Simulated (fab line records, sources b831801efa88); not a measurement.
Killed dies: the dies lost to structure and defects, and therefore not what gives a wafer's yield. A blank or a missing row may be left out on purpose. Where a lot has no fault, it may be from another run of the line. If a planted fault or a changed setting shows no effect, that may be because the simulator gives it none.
fab line records	flow sky130
record lots=6	wafers=18	last_day=49
route steps=708 shown PWDE@54 NWELL@56 PAD_OPEN@708
lots untouched by any fault: they come from a run of this same line in which no faults occurred
start_h: hours from the record's first day to the start of the lot's first wafer shown	wait_h: how many hours have passed since the lot's step before this one	" same as the row above	L1.1+2: a single row standing in for several wafers	- no value present, or no start provided	* or withheld: withheld	< > ~ a bound
route shown NAME@n: NAME is a module with steps in the file, n the number in the route of the first one	usual: average and standard deviation across the fault-free wafers	same: alike in all rows	chamber/n: place in a boat	sites: per-site readings	_std_site: the values' standard deviation	_edge_site: outer sites' mean less inner sites'	radius_mm: for every site, how far away it sits from the centre of the wafer	mask NAME#n: copy n	behind: the most recent tool/chamber to have shaped the wafer	hold: why the lot went on hold/how many hours it stayed there/how the hold came to an end	device: transistor that didn't switch, given as n, p or np	end of line: the route-end tests of the same wafers	a step with no rows: only its recipe	killed: the dies lost at the first sort to structure and to defects; this is not the yield of the wafer	map: shows each die of a wafer: x if killed, . if not, _ if none is there
set.NAME: setting as actually run; set.NAME@STEP: the setting as run at that earlier step	model.NAME: the simulator's own value behind a step, which no gauge read
lots seen at some steps along the route; tables by step, rows by wafer
services: from which hour (start_h, from the record's first day; less than 0 if before it) a tool's chamber was out of use, for how many hours, and why
## steps
# step SKY_PWDE_STRIP_09
# recipe chemistry=O2/N2	power_w=1400	pressure_mtorr=1500	platen_temp_c=withheld	o2_flow_sccm=3000	n2_flow_sccm=300	overash_fraction=0.5
# usual drypump_motor_current_A=5.9/0.37	oes_product_au=0.722/0.0044	strip_time_to_endpoint_s=36.91/0.11
lot.wafer	tool	chamber	start_h	wait_h	drypump_motor_current_A	oes_product_au	rf_hours_counter_h	strip_time_to_endpoint_s
L266.1	plasma_asher-02	1	88.18	0.1	5.5	0.724	40	36.83
L266.2	"	0	"	"	6.6	0.725	40	36.97
L266.4	"	0	"	"	6.6	0.719	-	37.00
L268.3	plasma_asher-04	1	98.43	0.1	5.9	0.724	-	37.12
L268.5	"	0	"	"	5.8	0.724	-	37.08
L268.6	"	1	"	"	5.9	0.713	-	37.05
L276.2	plasma_asher-04	1	138.94	0.1	5.9	0.721	47	37.06
L276.4	"	0	"	"	5.7	0.722	-	36.98
L276.6	"	1	"	"	5.9	0.721	-	36.88
L277.2	plasma_asher-03	0	145.14	0.1	5.8	0.723	46	36.91
L277.3	"	0	"	"	5.8	0.715	-	36.75
L277.6	"	0	"	"	5.8	0.728	-	36.86
L280.2	plasma_asher-02	0	169.42	0.1	6.6	0.719	2	36.96
L280.3	"	0	"	"	6.6	0.713	-	36.90
L280.5	"	1	"	"	5.4	0.716	-	36.93
L283.3	plasma_asher-03	1	179.38	0.1	5.9	0.719	-	37.00
L283.5	"	1	"	"	6.0	0.721	-	37.03
L283.6	"	0	"	"	5.8	0.723	-	36.87
# step SKY_PWDE_TW_MEAS_10
# usual PWDE_TW=373.4/2.9
lot.wafer	tool	chamber	start_h	wait_h	PWDE_TW
L266.1	film_metro-04	-	88.28	0.1	374.4
L266.2	"	-	"	"	373.7
L266.4	"	-	"	"	375.4
L268.3	film_metro-04	-	98.51	0.1	374.0
L268.5	"	-	"	"	375.5
L268.6	"	-	"	"	375.4
L276.2	film_metro-04	-	139.05	0.1	374.1
L276.4	"	-	"	"	373.6
L276.6	"	-	"	"	373.9
L277.2	film_metro-03	-	145.25	0.1	371.7
L277.3	"	-	"	"	371.9
L277.6	"	-	"	"	369.5
L280.2	film_metro-02	-	169.53	0.1	376.8
L280.3	"	-	"	"	375.3
L280.5	"	-	"	"	376.4
L283.3	film_metro-02	-	179.47	0.1	376.7
L283.5	"	-	"	"	376.7
L283.6	"	-	"	"	377.4
# step SKY_NWELL_DEHYDRATE_03
# recipe temp_c=200	time_s=60
# step SKY_NWELL_HMDS_04
# recipe prime_time_s=60	prime_temp_c=120
# step SKY_NWELL_COAT_05
# recipe spin_rpm=2000	resist_thk_nm=3000
# step SKY_NWELL_SOFTBAKE_06
# recipe temp_c=110	time_s=withheld
# step SKY_NWELL_EXPOSE_07
# recipe mask_id=NWM	na=0.6	source_shape=conventional	sigma_outer=0.6	polarization=unpolarized	target_cd_nm=840	dose_mj=255
# step SKY_NWELL_PEB_08
# recipe temp_c=115	time_s=withheld
# step SKY_NWELL_DEVELOP_09
# recipe wall_angle_deg=90	developer=TMAH	develop_time_s=60	dev_temp_c=23
# step SKY_NWELL_OVL_MEAS_10
# usual NWELL_00_OVL=-0.8/1.3
lot.wafer	tool	chamber	start_h	wait_h	NWELL_00_OVL[nm]
L266.1	overlay-01	-	105.57	-	-2.6
L266.2	"	-	"	"	-1.4
L266.4	"	-	"	"	0.5
L268.3	overlay-02	-	116.72	-	-1.4
L268.5	"	-	"	"	0.3
L268.6	"	-	"	"	-0.5
L276.2	overlay-01	-	158.63	-	0.0
L276.4	"	-	"	"	-1.2
L276.6	"	-	"	"	-1.4
L277.2	overlay-02	-	165.68	-	-3.4
L277.3	"	-	"	"	-2.7
L277.6	"	-	"	"	-2.9
L280.2	overlay-01	-	190.26	-	-2.4
L280.3	"	-	"	"	-1.9
L280.5	"	-	"	"	-1.0
L283.3	overlay-01	-	200.17	-	-1.2
L283.5	"	-	"	"	-1.2
L283.6	"	-	"	"	-1.4
# step SKY_NWELL_IMPLANT_11
# recipe species=P	energy_kev=400	dose_cm2=1.9e+13	tilt_deg=withheld
# step SKY_NWELL_IMPLANT_12
# recipe species=P	energy_kev=120	dose_cm2=1.3e+12	tilt_deg=withheld
# step SKY_NWELL_IMPLANT_13
# recipe species=P	energy_kev=50	dose_cm2=7e+11	tilt_deg=withheld
# usual beam_energy_keV=50.001/0.014	dose_ions_cm2=7.001e+11/7.6e+08	faraday_current_uA=3.94/0.077
lot.wafer	tool	chamber	start_h	wait_h	beam_energy_keV	dose_ions_cm2	faraday_current_uA
L266.1	implanter-03	0	105.91	0.1	49.990	6.991e+11	4.05
L266.2	"	0	"	"	49.993	7.012e+11	3.94
L266.4	"	0	"	"	50.002	7.005e+11	4.05
L268.3	implanter-02	0	117.09	0.1	50.013	6.988e+11	3.96
L268.5	"	0	"	"	50.018	6.987e+11	3.98
L268.6	"	0	"	"	49.991	6.989e+11	3.88
L276.2	implanter-02	0	158.98	0.1	50.013	7.04e+10	0.39
L276.4	"	0	"	"	50.011	7.08e+10	0.40
L276.6	"	0	"	"	50.000	6.92e+10	0.40
L277.2	implanter-02	0	166.03	0.1	50.013	7.02e+10	0.40
L277.3	"	0	"	"	50.006	7.02e+10	0.40
L277.6	"	0	"	"	49.998	6.89e+10	0.39
L280.2	implanter-03	0	190.62	0.1	49.996	6.988e+11	3.86
L280.3	"	0	"	"	49.993	6.996e+11	3.97
L280.5	"	0	"	"	50.016	6.994e+11	4.02
L283.3	implanter-03	0	200.54	0.1	50.012	7e+11	4.03
L283.5	"	0	"	"	50.003	7.008e+11	3.95
L283.6	"	0	"	"	49.977	7.01e+11	3.84
# step SKY_NWELL_STRIP_14
# recipe chemistry=O2/N2	power_w=1400	pressure_mtorr=1500	platen_temp_c=withheld	o2_flow_sccm=3000	n2_flow_sccm=300	overash_fraction=0.5
# usual drypump_motor_current_A=5.67/0.24	oes_product_au=0.722/0.0044	strip_time_to_endpoint_s=36.89/0.11
lot.wafer	tool	chamber	start_h	wait_h	drypump_motor_current_A	oes_product_au	rf_hours_counter_h	strip_time_to_endpoint_s
L266.1	plasma_asher-03	1	106.06	0.1	5.96	0.727	40	36.93
L266.2	"	0	"	"	5.84	0.722	40	36.95
L266.4	"	1	"	"	5.95	0.722	-	37.04
L268.3	plasma_asher-04	0	117.23	0.1	5.79	0.724	-	36.81
L268.5	"	0	"	"	5.78	0.724	-	36.93
L268.6	"	1	"	"	5.90	0.727	-	36.92
L276.2	plasma_asher-01	0	159.11	0.1	5.26	0.721	36	36.92
L276.4	"	1	"	"	5.75	0.723	-	36.83
L276.6	"	0	"	"	5.25	0.717	-	36.85
L277.2	plasma_asher-01	0	166.16	0.1	5.23	0.722	37	36.72
L277.3	"	1	"	"	5.73	0.730	-	36.71
L277.6	"	1	"	"	5.75	0.723	-	36.77
L280.2	plasma_asher-04	0	190.74	0.1	5.85	0.722	50	37.00
L280.3	"	1	"	"	5.89	0.718	-	36.91
L280.5	"	1	"	"	5.86	0.718	-	36.94
L283.3	plasma_asher-01	1	200.67	0.1	5.73	0.722	-	36.79
L283.5	"	1	"	"	5.73	0.720	-	36.88
L283.6	"	0	"	"	5.26	0.728	-	36.75
# step SKY_NWELL_TW_MEAS_15
# usual NWELL_TW=1815/16
lot.wafer	tool	chamber	start_h	wait_h	NWELL_TW
L266.1	film_metro-03	-	106.16	0.1	1803
L266.2	"	-	"	"	1802
L266.4	"	-	"	"	1805
L268.3	film_metro-03	-	117.31	0.1	1786
L268.5	"	-	"	"	1790
L268.6	"	-	"	"	1801
L276.2	film_metro-04	-	159.22	0.1	1831
L276.4	"	-	"	"	1822
L276.6	"	-	"	"	1820
L277.2	film_metro-03	-	166.27	0.1	1808
L277.3	"	-	"	"	1800
L277.6	"	-	"	"	1805
L280.2	film_metro-03	-	190.85	0.1	1803
L280.3	"	-	"	"	1804
L280.5	"	-	"	"	1785
L283.3	film_metro-04	-	200.76	0.1	1815
L283.5	"	-	"	"	1828
L283.6	"	-	"	"	1821
# step SKY_NWELL_DEHYDRATE_16
# recipe temp_c=200	time_s=60
# step SKY_NWELL_HMDS_17
# recipe prime_time_s=60	prime_temp_c=120
# step SKY_NWELL_COAT_18
# recipe spin_rpm=2000	resist_thk_nm=3000
# step SKY_NWELL_SOFTBAKE_19
# recipe temp_c=110	time_s=withheld
# step SKY_NWELL_EXPOSE_20
# recipe mask_id=NWM_COMPLEMENT	na=0.6	source_shape=conventional	sigma_outer=0.6	polarization=unpolarized	target_cd_nm=840	dose_mj=260
# step SKY_NWELL_PEB_21
# recipe temp_c=115	time_s=withheld
# step SKY_NWELL_DEVELOP_22
# recipe wall_angle_deg=90	developer=TMAH	develop_time_s=60	dev_temp_c=23
# step SKY_NWELL_OVL_MEAS_23
# usual NWELL_01_OVL=-1.0/1.4
lot.wafer	tool	chamber	start_h	wait_h	NWELL_01_OVL[nm]
L266.1	overlay-02	-	124.02	-	-1.3
L266.2	"	-	"	"	-3.8
L266.4	"	-	"	"	-1.1
L268.3	overlay-01	-	135.77	-	-0.4
L268.5	"	-	"	"	-0.6
L268.6	"	-	"	"	-1.4
L276.2	overlay-02	-	179.74	-	-0.7
L276.4	"	-	"	"	0.1
L276.6	"	-	"	"	-0.8
L277.2	overlay-02	-	186.66	-	-0.7
L277.3	"	-	"	"	-3.4
L277.6	"	-	"	"	-0.7
L280.2	overlay-01	-	211.56	-	-0.1
L280.3	"	-	"	"	1.9
L280.5	"	-	"	"	0.0
L283.3	overlay-02	-	223.12	-	-3.6
L283.5	"	-	"	"	-5.6
L283.6	"	-	"	"	-2.4
# step SKY_NWELL_IMPLANT_24
# recipe species=B	energy_kev=140	dose_cm2=9.2e+12	tilt_deg=withheld
# step SKY_NWELL_STRIP_25
# recipe chemistry=O2/N2	power_w=1400	pressure_mtorr=1500	platen_temp_c=withheld	o2_flow_sccm=3000	n2_flow_sccm=300	overash_fraction=0.5
# usual drypump_motor_current_A=5.69/0.25	oes_product_au=0.723/0.005	strip_time_to_endpoint_s=36.95/0.1
lot.wafer	tool	chamber	start_h	wait_h	drypump_motor_current_A	oes_product_au	rf_hours_counter_h	strip_time_to_endpoint_s
L266.1	plasma_asher-01	1	124.21	0.1	5.73	0.728	31	37.00
L266.2	"	0	"	"	5.27	0.720	31	37.05
L266.4	"	0	"	"	5.24	0.722	-	37.01
L268.3	plasma_asher-01	1	135.97	0.1	5.77	0.726	-	37.00
L268.5	"	1	"	"	5.76	0.719	-	36.90
L268.6	"	0	"	"	5.28	0.721	-	36.96
L276.2	plasma_asher-01	1	179.92	0.1	5.78	0.730	39	36.97
L276.4	"	0	"	"	5.26	0.720	-	36.85
L276.6	"	0	"	"	5.25	0.720	-	36.84
L277.2	plasma_asher-01	0	186.84	0.1	5.28	0.720	40	37.06
L277.3	"	1	"	"	5.74	0.724	-	37.11
L277.6	"	1	"	"	5.76	0.722	-	37.00
L280.2	plasma_asher-01	0	211.74	0.1	5.30	0.718	42	37.02
L280.3	"	1	"	"	5.75	0.717	-	36.95
L280.5	"	0	"	"	5.26	0.726	-	36.98
L283.3	plasma_asher-04	1	223.32	0.1	5.91	0.727	-	36.95
L283.5	"	0	"	"	5.78	0.724	-	36.88
L283.6	"	1	"	"	5.90	0.721	-	36.85
# step SKY_NWELL_TW_MEAS_26
# usual NWELL_2_TW=496/3.7
lot.wafer	tool	chamber	start_h	wait_h	NWELL_2_TW
L266.1	film_metro-03	-	124.31	0.1	494
L266.2	"	-	"	"	494
L266.4	"	-	"	"	491
L268.3	film_metro-04	-	136.06	0.1	498
L268.5	"	-	"	"	496
L268.6	"	-	"	"	498
L276.2	film_metro-04	-	180.03	0.1	500
L276.4	"	-	"	"	497
L276.6	"	-	"	"	501
L277.2	film_metro-04	-	186.95	0.1	497
L277.3	"	-	"	"	494
L277.6	"	-	"	"	495
L280.2	film_metro-03	-	211.85	0.1	494
L280.3	"	-	"	"	495
L280.5	"	-	"	"	494
L283.3	film_metro-03	-	223.41	0.1	494
L283.5	"	-	"	"	496
L283.6	"	-	"	"	493
# step SKY_NWELL_CLEAN_27
# recipe chemistry=SC1/SC2	mix=1:4:20	temp_c=70	time_s=150	dry=n2_spin
# step SKY_NWELL_RTA_28
# recipe temp_c=1050	time_s=30	idle_temp_c=650	ramp_up_c_per_s=150	ramp_down_c_per_s=90	ambient=N2
# usual lamp_power_pct=25.31/0.055	wafer_temp_C_max=1054.8/0.96
lot.wafer	tool	chamber	start_h	wait_h	lamp_power_pct	wafer_temp_C_max
L266.1	rtp_anneal-02	0	124.42	0.0	25.26	1055.2
L266.2	"	0	"	"	25.28	1055.9
L266.4	"	0	"	"	25.34	1053.8
L268.3	rtp_anneal-01	0	136.18	0.0	25.23	1053.7
L268.5	"	0	"	"	25.27	1055.7
L268.6	"	0	"	"	25.35	1053.4
L276.2	rtp_anneal-02	0	180.15	0.0	25.27	1055.1
L276.4	"	0	"	"	25.28	1054.7
L276.6	"	0	"	"	25.38	1053.8
L277.2	rtp_anneal-02	0	187.07	0.0	25.25	1054.2
L277.3	"	0	"	"	25.24	1054.7
L277.6	"	0	"	"	25.35	1054.7
L280.2	rtp_anneal-01	0	211.97	0.0	25.39	1053.9
L280.3	"	0	"	"	25.27	1054.6
L280.5	"	0	"	"	25.34	1054.4
L283.3	rtp_anneal-02	0	223.54	0.0	25.19	1053.9
L283.5	"	0	"	"	25.28	1054.0
L283.6	"	0	"	"	25.31	1055.0
# step SKY_NWELL_RS_MEAS_29
# recipe thk_meas_gauge=four-point-probe
# usual NWELL_RS=625.3/1.9
lot.wafer	tool	chamber	start_h	wait_h	NWELL_RS[ohm/sq]
L266.1	film_metro-02	-	124.52	0.1	621.3
L266.2	"	-	"	"	623.2
L266.4	"	-	"	"	624.2
L268.3	film_metro-03	-	136.29	0.1	627.2
L268.5	"	-	"	"	625.6
L268.6	"	-	"	"	626.4
L276.2	film_metro-03	-	180.25	0.1	645.5
L276.4	"	-	"	"	646.2
L276.6	"	-	"	"	646.9
L277.2	film_metro-02	-	187.17	0.1	650.2
L277.3	"	-	"	"	651.6
L277.6	"	-	"	"	650.6
L280.2	film_metro-04	-	212.08	0.1	623.0
L280.3	"	-	"	"	623.9
L280.5	"	-	"	"	625.0
L283.3	film_metro-03	-	223.65	0.1	626.3
L283.5	"	-	"	"	625.6
L283.6	"	-	"	"	627.1
# step SKY_PAD_OPEN_PROBE_99
# usual killed_at_M0_to_M3=45/7.3	killed_at_M4_up=3.2/1.8	killed_at_contacts=25/5.5	killed_at_front_end=15/4.2	killed_at_other=0.3/0.69	killed_dies=89/9.4	killed_open=49/6.6	killed_short=40/6.4
# same gross_dies=492	killed_at_back_side=0
lot.wafer	tool	chamber	start_h	wait_h	killed_at_M0_to_M3	killed_at_M4_up	killed_at_contacts	killed_at_front_end	killed_at_other	killed_dies	killed_open	killed_short	model.etest.nfet_16v.r_on_ohm_um	model.etest.pfet_16v.r_on_ohm_um	model.etest.pfet_g5v0d10v5.r_on_ohm_um	model.etest.tip_p.rs_ohm_sq	model.etest.pfet_01v8.r_on_ohm_um	model.etest.tip_p_5v.rs_ohm_sq	model.etest.pfet_g5v0d10v5.drive_ua_um	model.etest.pfet_01v8_lvt.drive_ua_um
L266.1	prober-01	-	1094.71	0.1	38	3	12	17	0	70	38	32	1.431e+04	1.561e+04	4752	6835	2838	2811	341.3	178.8
L266.2	prober-01	-	1094.76	0.1	44	5	27	12	0	88	40	44	1.424e+04	1.568e+04	4774	6884	2864	2821	341	176.1
L266.4	prober-01	-	1094.86	0.2	35	1	22	14	1	73	43	30	1.414e+04	1.549e+04	4759	6869	2849	2816	341.1	176
L268.3	prober-02	-	1109.02	0.2	51	4	21	16	0	92	57	35	1.414e+04	1.474e+04	4803	6895	2983	2833	342.5	171.1
L268.5	prober-02	-	1109.12	0.2	40	2	28	20	0	90	51	38	1.412e+04	1.459e+04	4720	6824	2953	2810	344.7	173.3
L268.6	prober-02	-	1109.17	0.2	37	1	22	15	0	75	39	36	1.423e+04	1.456e+04	4752	6847	2900	2817	346	174.4
L276.2	prober-01	-	1145.89	0.1	44	1	19	10	0	74	38	35	1.552e+04	1.491e+04	4418	6685	2872	2712	376.5	194.8
L276.4	prober-01	-	1145.99	0.2	53	6	23	9	0	91	50	41	1.566e+04	1.46e+04	4380	6638	2863	2725	374.9	195.8
L276.6	prober-01	-	1146.09	0.2	55	3	22	15	1	96	49	44	1.554e+04	1.471e+04	4390	6657	2854	2725	375.9	196.1
L277.2	prober-02	-	1159.58	0.1	60	3	20	16	2	101	38	63	1.473e+04	1.486e+04	4357	6693	2847	2760	375.3	200.3
L277.3	prober-02	-	1159.63	0.2	39	9	20	14	0	82	47	33	1.469e+04	1.48e+04	4400	6652	2852	2782	375.6	197.4
L277.6	prober-02	-	1159.78	0.2	49	5	21	12	0	87	42	45	1.488e+04	1.484e+04	4370	6653	2822	2786	369.5	199.4
L280.2	prober-01	-	1177.21	0.1	48	2	21	29	0	100	52	48	1.418e+04	1.514e+04	4795	6733	2867	2853	339.8	173.6
L280.3	prober-01	-	1177.26	0.2	46	1	24	12	1	84	42	42	1.416e+04	1.533e+04	4750	6648	2849	2846	341.7	176.3
L280.5	prober-01	-	1177.36	0.2	49	6	15	18	0	88	44	44	1.401e+04	1.507e+04	4705	6682	2839	2851	348.4	176.4
L283.3	prober-02	-	1184.79	0.2	61	1	37	20	0	119	66	53	1.41e+04	1.521e+04	4793	6888	2854	2816	342.3	175.1
L283.5	prober-02	-	1184.89	0.2	44	0	33	10	0	87	50	37	1.4e+04	1.514e+04	4693	6940	2867	2822	352.8	174.5
L283.6	prober-02	-	1184.94	0.2	43	1	40	12	0	96	56	40	1.416e+04	1.512e+04	4827	6850	2892	2821	340.4	174.1
# killed by level:class
L266.1 VIA2:geometric_particle:open=8 VIA3:geometric_particle:open=8 FIELD_ISO:geometric_particle:short=5 FIELD_ISO:geometric_particle:open=5 METAL2:geometric_particle:short=5 LI_CONTACT:geometric_particle:open=4 METAL1:geometric_particle:short=4 VIA1:geometric_particle:open=3
L266.2 VIA1:geometric_particle:open=9 CONTACT:geometric_particle:open=8 LI_CONTACT:geometric_particle:open=7 VIA1:geometric_particle:short=6 VIA3:geometric_particle:open=6 VIA2:geometric_particle:short=6 METAL1:geometric_particle:short=5 LOCAL_INTERCONNECT:geometric_particle:short=5
L266.4 CONTACT:geometric_particle:open=11 VIA3:geometric_particle:open=8 VIA1:geometric_particle:open=7 FIELD_ISO:geometric_particle:short=6 VIA2:geometric_particle:open=6 VIA1:geometric_particle:short=4 LI_CONTACT:geometric_particle:open=4 METAL1:geometric_particle:short=4
L268.3 VIA1:geometric_particle:open=14 VIA3:geometric_particle:open=14 CONTACT:geometric_particle:open=10 VIA1:geometric_particle:short=6 FIELD_ISO:geometric_particle:open=5 POLY_GATE:geometric_particle:open=4 LOCAL_INTERCONNECT:geometric_particle:short=4 CONTACT:geometric_particle:short=4
L268.5 CONTACT:geometric_particle:open=13 VIA3:geometric_particle:open=13 POLY_GATE:geometric_particle:short=7 LI_CONTACT:geometric_particle:open=7 VIA1:geometric_particle:open=6 METAL2:geometric_particle:short=6 FIELD_ISO:geometric_particle:open=4 FIELD_ISO:geometric_particle:short=3
L268.6 CONTACT:geometric_particle:open=10 METAL2:geometric_particle:short=10 VIA1:geometric_particle:open=7 CONTACT:geometric_particle:short=5 VIA1:geometric_particle:short=5 POLY_CUT:geometric_particle:open=4 VIA3:geometric_particle:open=4 FIELD_ISO:geometric_particle:short=3
L276.2 VIA2:geometric_particle:open=8 LI_CONTACT:geometric_particle:short=6 LI_CONTACT:geometric_particle:open=6 VIA1:geometric_particle:open=6 VIA3:geometric_particle:open=6 METAL2:geometric_particle:short=5 CONTACT:geometric_particle:open=5 VIA1:geometric_particle:short=4
L276.4 VIA1:geometric_particle:open=16 CONTACT:geometric_particle:open=12 VIA3:geometric_particle:open=8 METAL1:geometric_particle:short=6 VIA1:geometric_particle:short=6 CONTACT:geometric_particle:short=5 METAL3:geometric_particle:short=4 VIA2:geometric_particle:open=4
L276.6 METAL1:geometric_particle:short=11 VIA2:geometric_particle:open=10 LI_CONTACT:geometric_particle:open=9 VIA1:geometric_particle:open=9 CONTACT:geometric_particle:open=8 METAL2:geometric_particle:short=7 VIA2:geometric_particle:short=5 FIELD_ISO:geometric_particle:open=4
L277.2 VIA1:geometric_particle:open=15 POLY_GATE:geometric_particle:short=10 METAL2:geometric_particle:short=8 METAL1:geometric_particle:short=8 CONTACT:geometric_particle:short=7 CONTACT:geometric_particle:open=6 VIA3:geometric_particle:open=6 VIA1:geometric_particle:short=5
L277.3 VIA1:geometric_particle:open=14 CONTACT:geometric_particle:open=8 VIA2:geometric_particle:open=8 FIELD_ISO:geometric_particle:short=6 METAL4:geometric_particle:short=6 FIELD_ISO:geometric_particle:open=5 LI_CONTACT:geometric_particle:open=4 CONTACT:geometric_particle:short=3
L277.6 VIA2:geometric_particle:open=11 VIA1:geometric_particle:open=8 CONTACT:geometric_particle:open=7 LOCAL_INTERCONNECT:geometric_particle:short=6 VIA1:geometric_particle:short=6 VIA3:geometric_particle:open=6 FIELD_ISO:geometric_particle:short=5 CONTACT:geometric_particle:short=5
L280.2 FIELD_ISO:geometric_particle:short=9 CONTACT:geometric_particle:open=9 VIA1:geometric_particle:open=8 VIA1:geometric_particle:short=7 POLY_GATE:geometric_particle:open=6 METAL1:geometric_particle:short=6 VIA3:geometric_particle:open=6 LI_CONTACT:geometric_particle:open=5
L280.3 METAL1:geometric_particle:short=10 CONTACT:geometric_particle:open=9 VIA1:geometric_particle:open=6 VIA3:geometric_particle:open=6 LI_CONTACT:geometric_particle:short=5 LI_CONTACT:geometric_particle:open=5 CONTACT:geometric_particle:short=5 VIA1:geometric_particle:short=5
L280.5 VIA3:geometric_particle:short=7 VIA3:geometric_particle:open=7 FIELD_ISO:geometric_particle:short=6 VIA1:geometric_particle:open=6 VIA1:geometric_particle:short=6 VIA2:geometric_particle:open=6 LI_CONTACT:geometric_particle:open=5 CONTACT:geometric_particle:open=5
L283.3 CONTACT:geometric_particle:open=15 VIA1:geometric_particle:open=10 VIA2:geometric_particle:open=9 LI_CONTACT:geometric_particle:open=9 VIA3:geometric_particle:open=9 VIA3:geometric_particle:short=8 METAL2:geometric_particle:short=7 POLY_GATE:geometric_particle:open=6
L283.5 CONTACT:geometric_particle:open=16 VIA1:geometric_particle:open=9 VIA2:geometric_particle:open=9 METAL2:geometric_particle:short=6 VIA3:geometric_particle:open=5 CONTACT:geometric_particle:short=5 LI_CONTACT:geometric_particle:short=4 LI_CONTACT:geometric_particle:open=4
L283.6 CONTACT:geometric_particle:open=17 LI_CONTACT:geometric_particle:open=9 VIA2:geometric_particle:open=9 METAL2:geometric_particle:short=8 LI_CONTACT:geometric_particle:short=7 VIA1:geometric_particle:short=7 POLY_GATE:geometric_particle:open=4 VIA1:geometric_particle:open=4
## services
tool	chamber	start_h	hours	kind
implanter-03	-	74.66	2.4	repair
plasma_asher-04	-	77.09	1.6	repair
rtp_anneal-01	-	83.50	3.7	pm
plasma_asher-04	-	107.60	9.5	repair
plasma_asher-02	-	107.70	8.8	repair
plasma_asher-02	-	116.51	9.0	pm
plasma_asher-02	0	116.51	24.5	vent_cycle
plasma_asher-02	1	116.51	24.5	vent_cycle
plasma_asher-02	-	118.57	22.4	repair
plasma_asher-02	0	125.51	-	clean
plasma_asher-02	1	125.51	-	clean
plasma_asher-02	-	148.01	12.0	repair
plasma_asher-04	-	155.58	28.1	pm
plasma_asher-03	-	169.66	6.6	repair
implanter-03	-	179.70	5.0	repair
plasma_asher-02	-	212.40	3.1	repair
plasma_asher-03	-	216.49	14.6	pm
## key
first_sign step=SKY_NWELL_IMPLANT_13	reading=dose_ions_cm2	direction=down	sigmas=99+	usual=*	struck=*
effect step=SKY_NWELL_IMPLANT_13	reading=faraday_current_uA	direction=down	sigmas=46	usual=3.94	struck=0.40
effect step=SKY_NWELL_RS_MEAS_29	reading=NWELL_RS	direction=up	sigmas=12	usual=625.3	struck=648.5
model_effect step=SKY_PAD_OPEN_PROBE_99	value=etest.nfet_16v.r_on_ohm_um	without=1.425e+04	struck=1.517e+04
met_at SKY_NWELL_IMPLANT_13
struck_wafers L276.2,L276.4,L276.6,L277.2,L277.3,L277.6
tester_left_out L276,L277
onset_between 117.09 158.98
fault kind=process_parameter_drift	tool=implanter-02	chamber=-	onset_h=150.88	steps=SKY_NWELL_IMPLANT_13	channel=dose_cm2	offset=*	shape=step	end_h=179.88	acts_in=*	stated=*
# tester_left_out: of these lots the tester's yield and bins aren't shown, on N5 and GAA mostly nor the transistor test; their killed dies are dies lost to structure and defects alone, not to doping, threshold or leakage, so they don't give the yield
